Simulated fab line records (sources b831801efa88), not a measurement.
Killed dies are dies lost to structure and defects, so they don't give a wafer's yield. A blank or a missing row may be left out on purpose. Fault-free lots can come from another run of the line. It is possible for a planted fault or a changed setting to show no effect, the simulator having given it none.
fab line records	flow sky130
[record] lots = 15	wafers = 45	lastDay = 50
route steps=708 shown POLY_CUT@315 RES_XHIGH@360 LI_CONTACT@371 PAD_OPEN@708
lots that met no fault: from a run of the same line without faults
startH: hours from the record's opening day to when the first of the lot's shown wafers began	waitH: how many hours have passed since the lot's step before this one	" unchanged from the row above	L1.1+2: a row that stands for several wafers	- no value present, or no start provided	* or withheld: withheld	< > ~ a bound
route shown NAME@n: NAME is a module with steps in the file, n the number in the route of the first one	usual: mean/standard deviation of fault-free wafers	same: alike in all rows	chamber/n: place in a boat	sites: each site's reading	_std_site: standard deviation across them	_edge_site: inner sites' mean taken away from outer sites' mean	radiusMm: how far each site lies from the wafer's centre	mask NAME#n: copy n	behind: tool/chamber where the wafer was last shaped	hold: cause of the lot's hold/its duration in hours/its outcome	device: whichever transistor did not switch (one of n, p or np)	end of line: the route-end tests of the same wafers	step lacking rows: just its recipe	killed: dies that structure and defects cost at the first sort, which is not the same as the wafer's yield	map: the dies of a wafer, with x for killed, . for not killed, _ for no die there
set.NAME: the setting that was run; set.NAME@STEP: the one run at that earlier step	model.NAME: the simulator's own value behind a step, which no gauge read
route steps across a sampled set of lots; one table per step, one row per wafer
services: from which hour (startH, from the record's first day; less than 0 if before it) a tool's chamber was out of use, for how many hours, and why
[[steps]]
[step SKY_POLY_CUT_CD_MEAS_08]
[recipe] targetCdNm = 270
[usual] cdNm = 270.3/1.4
lot.wafer	tool	chamber	startH	waitH	cdNm
L532.2	cdSem-02	-	565.96	-	268.8
L532.4	"	-	"	"	268.2
L532.5	"	-	"	"	267.4
L533.2	cdSem-02	-	568.51	-	267.7
L533.5	"	-	"	"	267.8
L533.6	"	-	"	"	269.0
L534.1	cdSem-02	-	582.04	-	269.2
L534.4	"	-	"	"	269.7
L534.5	"	-	"	"	268.8
L535.2	cdSem-01	-	592.11	-	271.7
L535.3	"	-	"	"	271.3
L535.6	"	-	"	"	270.0
L536.1	cdSem-02	-	596.34	-	268.7
L536.2	"	-	"	"	268.4
L536.6	"	-	"	"	268.4
L537.3	cdSem-01	-	620.73	-	270.4
L537.4	"	-	"	"	269.3
L537.5	"	-	"	"	270.2
L540.1	cdSem-01	-	636.59	-	272.6
L540.3	"	-	"	"	273.0
L540.5	"	-	"	"	272.2
L541.1	cdSem-01	-	647.64	-	270.1
L541.3	"	-	"	"	269.2
L541.4	"	-	"	"	269.4
L542.4	cdSem-02	-	649.80	-	271.1
L542.5	"	-	"	"	269.6
L542.6	"	-	"	"	270.8
L544.2	cdSem-02	-	663.71	-	270.7
L544.3	"	-	"	"	269.9
L544.5	"	-	"	"	271.7
L550.1	cdSem-01	-	711.34	-	270.8
L550.5	"	-	"	"	272.0
L550.6	"	-	"	"	270.4
L551.1	cdSem-02	-	719.98	-	272.3
L551.4	"	-	"	"	270.4
L551.5	"	-	"	"	272.3
L552.2	cdSem-01	-	723.96	-	269.9
L552.5	"	-	"	"	271.4
L552.6	"	-	"	"	270.5
L554.3	cdSem-01	-	740.62	-	270.2
L554.4	"	-	"	"	272.1
L554.5	"	-	"	"	269.6
L555.1	cdSem-01	-	747.04	-	268.3
L555.3	"	-	"	"	269.0
L555.4	"	-	"	"	267.7
[step SKY_SD_N_RS_MEAS_18]
[recipe] thkMeasGauge = four-point-probe
[usual] RES_XHIGH_RS = 333.6/1.2
lot.wafer	tool	chamber	startH	waitH	RES_XHIGH_RS[ohm/sq]
L532.2	filmMetro-02	-	655.09	0.1	335.0
L532.4	"	-	"	"	334.8
L532.5	"	-	"	"	334.2
L533.2	filmMetro-04	-	657.49	0.1	334.2
L533.5	"	-	"	"	332.2
L533.6	"	-	"	"	333.5
L534.1	filmMetro-04	-	670.03	0.1	333.2
L534.4	"	-	"	"	335.3
L534.5	"	-	"	"	334.3
L535.2	filmMetro-01	-	679.59	0.1	334.7
L535.3	"	-	"	"	334.6
L535.6	"	-	"	"	334.7
L536.1	filmMetro-02	-	683.52	0.1	333.2
L536.2	"	-	"	"	333.3
L536.6	"	-	"	"	332.7
L537.3	filmMetro-01	-	706.71	0.1	334.2
L537.4	"	-	"	"	332.7
L537.5	"	-	"	"	334.5
L540.1	filmMetro-02	-	722.52	0.1	333.4
L540.3	"	-	"	"	332.1
L540.5	"	-	"	"	333.0
L541.1	filmMetro-02	-	732.37	0.1	333.5
L541.3	"	-	"	"	334.7
L541.4	"	-	"	"	335.0
L542.4	filmMetro-01	-	734.88	0.1	331.5
L542.5	"	-	"	"	333.8
L542.6	"	-	"	"	334.0
L544.2	filmMetro-04	-	747.70	0.1	332.1
L544.3	"	-	"	"	331.1
L544.5	"	-	"	"	332.7
L550.1	filmMetro-04	-	795.07	0.1	332.2
L550.5	"	-	"	"	331.6
L550.6	"	-	"	"	333.1
L551.1	filmMetro-02	-	803.67	0.1	334.8
L551.4	"	-	"	"	333.2
L551.5	"	-	"	"	334.4
L552.2	filmMetro-04	-	806.29	0.1	334.0
L552.5	"	-	"	"	333.0
L552.6	"	-	"	"	334.2
L554.3	filmMetro-01	-	822.76	0.1	335.7
L554.4	"	-	"	"	333.9
L554.5	"	-	"	"	335.9
L555.1	filmMetro-01	-	828.97	0.1	332.1
L555.3	"	-	"	"	330.1
L555.4	"	-	"	"	331.9
[step SKY_LI_CONTACT_EXPOSE_09]
[recipe] maskId = LICM1	na = 0.8	sourceShape = annular	sigmaInner = 0.55	sigmaOuter = 0.85	targetCdNm = 170	doseMj = 38
lot.wafer	tool	chamber	startH	waitH	mask
L532.2+4+5	krfScanner-01	0	670.11	-	LICM1#0
L533.2+5+6	krfScanner-02	0	672.54	-	LICM1#0
L534.1+4+5	krfScanner-02	0	684.19	-	LICM1#0
L535.2+3+6	krfScanner-01	0	694.64	-	LICM1#0
L536.1+2+6	krfScanner-02	0	698.77	-	LICM1#0
L537.3+4+5	krfScanner-01	0	720.94	-	LICM1#0
L540.1+3+5	krfScanner-01	0	737.87	-	LICM1#0
L541.1+3+4	krfScanner-01	0	746.24	-	LICM1#0
L542.4+5+6	krfScanner-01	0	749.35	-	LICM1#0
L544.2+3+5	krfScanner-02	0	763.29	-	LICM1#0
L550.1+5+6	krfScanner-01	0	809.13	-	LICM1#0
L551.1+4+5	krfScanner-01	0	818.70	-	LICM1#0
L552.2+5+6	krfScanner-01	0	821.16	-	LICM1#0
L554.3+4+5	krfScanner-02	0	836.03	-	LICM1#0
L555.1+3+4	krfScanner-01	0	843.06	-	LICM1#0
[step SKY_LI_CONTACT_CD_MEAS_12]
[recipe] targetCdNm = 170
[usual] cdNm = 170.4/1.5
lot.wafer	tool	chamber	startH	waitH	cdNm
L532.2	cdSem-01	-	683.45	-	171.4
L532.4	"	-	"	"	172.1
L532.5	"	-	"	"	172.3
L533.2	cdSem-01	-	686.16	-	171.6
L533.5	"	-	"	"	170.9
L533.6	"	-	"	"	170.5
L534.1	cdSem-01	-	698.53	-	172.9
L534.4	"	-	"	"	171.1
L534.5	"	-	"	"	170.7
L535.2	cdSem-01	-	708.25	-	168.7
L535.3	"	-	"	"	170.3
L535.6	"	-	"	"	169.3
L536.1	cdSem-01	-	712.34	-	171.8
L536.2	"	-	"	"	171.6
L536.6	"	-	"	"	172.7
L537.3	cdSem-02	-	735.38	-	171.2
L537.4	"	-	"	"	170.6
L537.5	"	-	"	"	170.6
L540.1	cdSem-02	-	751.11	-	-
L540.3	"	-	"	"	-
L540.5	"	-	"	"	-
L541.1	cdSem-02	-	759.28	-	-
L541.3	"	-	"	"	-
L541.4	"	-	"	"	-
L542.4	cdSem-01	-	763.55	-	-
L542.5	"	-	"	"	-
L542.6	"	-	"	"	-
L544.2	cdSem-02	-	775.97	-	168.7
L544.3	"	-	"	"	167.6
L544.5	"	-	"	"	168.2
L550.1	cdSem-01	-	822.70	-	166.8
L550.5	"	-	"	"	166.9
L550.6	"	-	"	"	168.3
L551.1	cdSem-02	-	831.85	-	168.5
L551.4	"	-	"	"	167.7
L551.5	"	-	"	"	169.7
L552.2	cdSem-02	-	833.65	-	170.5
L552.5	"	-	"	"	170.1
L552.6	"	-	"	"	170.7
L554.3	cdSem-02	-	849.04	-	169.9
L554.4	"	-	"	"	168.9
L554.5	"	-	"	"	170.0
L555.1	cdSem-02	-	856.25	-	171.3
L555.3	"	-	"	"	172.6
L555.4	"	-	"	"	171.5
[step SKY_PAD_OPEN_PROBE_99]
[usual] killed_at_M0_to_M3 = 42/6.7	killed_at_M4_up = 3.3/2.1	killedAtContacts = 24/5.1	killedAtFrontEnd = 15/4.6	killedAtOther = 0.3/0.58	killedDies = 85/9.9	killedOnRim = 17/3.7	killedOpen = 46/6.9	killedShort = 38/7
[same] grossDies = 492	killedAtBackSide = 0
lot.wafer	tool	chamber	startH	waitH	killed_at_M0_to_M3	killed_at_M4_up	killedAtContacts	killedAtFrontEnd	killedAtOther	killedDies	killedOnRim	killedOpen	killedShort
L540.1	prober-01	-	1134.52	0.1	48	4	19	16	0	87	10	51	36
L540.3	prober-01	-	1134.62	0.2	34	5	23	15	0	77	12	44	33
L540.5	prober-01	-	1134.72	0.2	43	4	425	19	1	492	96	54	41
L541.1	prober-02	-	1140.60	0.1	38	2	433	19	0	492	96	45	34
L541.3	prober-02	-	1140.70	0.2	43	6	26	19	0	94	16	50	44
L541.4	prober-02	-	1140.75	0.2	44	6	25	6	1	82	17	49	33
L542.4	prober-01	-	1142.25	0.2	37	6	426	22	1	492	96	50	32
L542.5	prober-01	-	1142.30	0.2	38	6	22	18	0	84	18	47	35
L542.6	prober-01	-	1142.35	0.2	31	5	28	8	1	73	16	39	33
L550.1	prober-01	-	1181.87	0.1	38	2	29	24	0	93	25	52	41
L550.5	prober-01	-	1182.07	0.2	47	2	26	12	0	87	18	54	33
L550.6	prober-01	-	1182.12	0.2	39	10	32	15	0	96	14	48	48
L552.2	prober-02	-	1189.80	0.1	48	2	30	15	0	95	17	48	47
L552.5	prober-02	-	1189.95	0.2	40	0	30	10	1	81	12	45	36
L552.6	prober-02	-	1190.00	0.2	37	3	21	15	0	76	19	46	30
L551.1	prober-01	-	1192.07	0.1	52	4	21	13	0	90	19	48	41
L551.4	prober-01	-	1192.22	0.2	40	0	23	12	0	75	13	45	28
L551.5	prober-01	-	1192.27	0.2	36	2	19	10	0	67	12	33	34
L554.3	prober-01	-	1201.07	0.2	36	5	18	16	0	75	16	40	35
L554.4	prober-01	-	1201.12	0.2	45	2	24	14	1	86	19	39	47
L554.5	prober-01	-	1201.17	0.2	34	3	14	20	0	71	11	44	26
// killed by level:class
L540.1 VIA1:geometricParticle:open=10 VIA2:geometricParticle:open=8 CONTACT:geometricParticle:open=7 METAL3:geometricParticle:short=6 VIA3:geometricParticle:open=5 LI_CONTACT:geometricParticle:open=5 METAL2:geometricParticle:short=5 VIA3:geometricParticle:short=4
L540.3 CONTACT:geometricParticle:open=7 VIA2:geometricParticle:open=7 FIELD_ISO:geometricParticle:open=6 LI_CONTACT:geometricParticle:open=6 METAL1:geometricParticle:short=5 VIA1:geometricParticle:open=5 VIA3:geometricParticle:open=5 POLY_GATE:geometricParticle:open=4
L540.5 LI_CONTACT:areaExpose=397 LI_CONTACT:geometricParticle:open=15 VIA3:geometricParticle:open=9 VIA2:geometricParticle:open=7 FIELD_ISO:geometricParticle:open=6 VIA1:geometricParticle:open=6 POLY_GATE:geometricParticle:short=5 CONTACT:geometricParticle:open=5
L541.1 LI_CONTACT:areaExpose=413 VIA1:geometricParticle:open=9 CONTACT:geometricParticle:open=8 POLY_GATE:geometricParticle:short=6 POLY_GATE:geometricParticle:open=6 VIA2:geometricParticle:open=6 LI_CONTACT:geometricParticle:open=6 METAL2:geometricParticle:short=6
L541.3 VIA1:geometricParticle:open=14 CONTACT:geometricParticle:open=11 FIELD_ISO:geometricParticle:short=7 CONTACT:geometricParticle:short=6 POLY_GATE:geometricParticle:short=6 METAL1:geometricParticle:short=5 LI_CONTACT:geometricParticle:open=4 VIA1:geometricParticle:short=4
L541.4 VIA1:geometricParticle:open=11 LI_CONTACT:geometricParticle:open=10 CONTACT:geometricParticle:open=9 VIA3:geometricParticle:open=8 METAL2:geometricParticle:short=5 VIA3:geometricParticle:short=5 POLY_GATE:geometricParticle:short=3 METAL4:geometricParticle:short=3
L542.4 LI_CONTACT:areaExpose=409 VIA3:geometricParticle:open=9 VIA1:geometricParticle:open=7 POLY_GATE:geometricParticle:open=6 LI_CONTACT:geometricParticle:open=6 FIELD_ISO:geometricParticle:open=5 CONTACT:geometricParticle:open=5 METAL1:geometricParticle:short=4
L542.5 VIA1:geometricParticle:open=11 CONTACT:geometricParticle:open=9 LI_CONTACT:geometricParticle:open=7 VIA2:geometricParticle:open=5 VIA3:geometricParticle:open=5 METAL4:geometricParticle:short=5 FIELD_ISO:geometricParticle:open=4 FIELD_ISO:geometricParticle:short=4
L542.6 CONTACT:geometricParticle:open=10 VIA3:geometricParticle:open=7 CONTACT:geometricParticle:short=6 LI_CONTACT:geometricParticle:short=5 LI_CONTACT:geometricParticle:open=5 VIA1:geometricParticle:open=5 VIA3:geometricParticle:short=5 POLY_GATE:geometricParticle:open=3
L550.1 CONTACT:geometricParticle:open=9 VIA1:geometricParticle:open=9 LI_CONTACT:geometricParticle:open=7 CONTACT:geometricParticle:short=7 POLY_GATE:geometricParticle:open=6 FIELD_ISO:geometricParticle:short=5 VIA2:geometricParticle:open=5 METAL1:geometricParticle:short=5
L550.5 VIA1:geometricParticle:open=14 CONTACT:geometricParticle:open=13 METAL1:geometricParticle:short=7 VIA2:geometricParticle:short=6 LI_CONTACT:geometricParticle:open=5 VIA2:geometricParticle:open=5 FIELD_ISO:geometricParticle:open=4 POLY_GATE:geometricParticle:open=4
L550.6 CONTACT:geometricParticle:open=14 VIA1:geometricParticle:open=10 METAL4:geometricParticle:short=9 LI_CONTACT:geometricParticle:open=7 VIA2:geometricParticle:open=7 METAL2:geometricParticle:short=6 FIELD_ISO:geometricParticle:short=4 LOCAL_INTERCONNECT:geometricParticle:short=4
L552.2 VIA1:geometricParticle:open=12 CONTACT:geometricParticle:open=10 LI_CONTACT:geometricParticle:open=9 METAL2:geometricParticle:short=8 LOCAL_INTERCONNECT:geometricParticle:short=7 METAL1:geometricParticle:short=6 VIA1:geometricParticle:short=6 VIA3:geometricParticle:open=5
L552.5 VIA1:geometricParticle:open=13 CONTACT:geometricParticle:open=10 CONTACT:geometricParticle:short=10 VIA2:geometricParticle:open=7 LI_CONTACT:geometricParticle:open=6 METAL2:geometricParticle:short=5 METAL1:geometricParticle:short=3 METAL3:geometricParticle:short=3
L552.6 CONTACT:geometricParticle:open=10 VIA2:geometricParticle:open=9 VIA1:geometricParticle:open=7 FIELD_ISO:geometricParticle:open=5 CONTACT:geometricParticle:short=5 VIA1:geometricParticle:short=5 FIELD_ISO:geometricParticle:short=4 VIA2:geometricParticle:short=4
L551.1 VIA1:geometricParticle:open=11 CONTACT:geometricParticle:open=10 METAL3:geometricParticle:short=7 METAL1:geometricParticle:short=7 VIA3:geometricParticle:open=6 LOCAL_INTERCONNECT:geometricParticle:short=5 METAL2:geometricParticle:short=5 FIELD_ISO:geometricParticle:open=4
L551.4 LI_CONTACT:geometricParticle:open=9 VIA3:geometricParticle:open=9 LI_CONTACT:geometricParticle:short=6 CONTACT:geometricParticle:open=6 VIA1:geometricParticle:open=6 VIA2:geometricParticle:open=5 METAL1:geometricParticle:short=4 VIA1:geometricParticle:short=4
L551.5 VIA1:geometricParticle:open=8 LI_CONTACT:geometricParticle:open=6 METAL1:geometricParticle:short=6 FIELD_ISO:geometricParticle:short=5 METAL2:geometricParticle:short=5 VIA2:geometricParticle:open=5 CONTACT:geometricParticle:short=4 LI_CONTACT:geometricParticle:short=3
L554.3 METAL1:geometricParticle:short=8 LI_CONTACT:geometricParticle:open=7 VIA2:geometricParticle:open=7 VIA1:geometricParticle:open=6 FIELD_ISO:geometricParticle:open=5 LOCAL_INTERCONNECT:geometricParticle:short=4 METAL2:geometricParticle:short=4 POLY_GATE:geometricParticle:open=3
L554.4 VIA1:geometricParticle:open=10 VIA3:geometricParticle:open=8 CONTACT:geometricParticle:open=6 METAL1:geometricParticle:short=6 METAL2:geometricParticle:short=6 POLY_GATE:geometricParticle:short=5 LOCAL_INTERCONNECT:geometricParticle:short=5 POLY_GATE:geometricParticle:open=4
L554.5 VIA1:geometricParticle:open=9 POLY_GATE:geometricParticle:open=7 LI_CONTACT:geometricParticle:open=7 METAL1:geometricParticle:short=7 METAL2:geometricParticle:short=6 CONTACT:geometricParticle:open=5 FIELD_ISO:geometricParticle:open=4 POLY_GATE:geometricParticle:short=3
[[services]]
tool	chamber	startH	hours	kind
krfScanner-02	-	674.43	1.0	pm
krfScanner-01	-	689.33	0.8	pm
krfScanner-01	-	704.28	4.0	pm
krfScanner-01	-	739.61	1.0	pm
krfScanner-02	0	741.09	-	calibration
krfScanner-01	-	743.68	1.3	pm
krfScanner-01	0	786.40	-	calibration
krfScanner-02	-	802.97	0.8	pm
krfScanner-02	-	804.76	1.3	pm
[[key]]
[firstSign] step = SKY_LI_CONTACT_CD_MEAS_12	reading = cdNm	direction = missing
[effect] step = SKY_PAD_OPEN_PROBE_99	reading = killedAtContacts	direction = up	sigmas = 26	usual = 24	struck = 159	wafersMoved = 3
[moreKillsBornAt] SKY_LI_CONTACT_EXPOSE_09@krfScanner-01 = 1219
metAt SKY_LI_CONTACT_EXPOSE_09
struckLots L540,L541,L542
laterRowsLeftOut L540.5,L541.1,L542.4
testerLeftOut L540,L541,L542
notActingAt SKY_POLY_CUT_CD_MEAS_08,SKY_SD_N_RS_MEAS_18
onsetBetween 720.94 737.87
[fault] kind = processParameterDrift	tool = krfScanner-01	chamber = -	onsetH = 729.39	steps = SKY_LI_CONTACT_EXPOSE_09	channel = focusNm	offset = 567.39	spreadByWafer = 0.3	shape = step	endH = 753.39
// testerLeftOut: of these lots the tester's yield and bins aren't shown, on N5 and GAA mostly nor the transistor test; their killed dies are dies lost to structure and defects alone, not to doping, threshold or leakage, so they don't give the yield
// laterRowsLeftOut: the simulator's readings of these wafers behind a module that went badly wrong aren't trusted and aren't shown, but for the sort
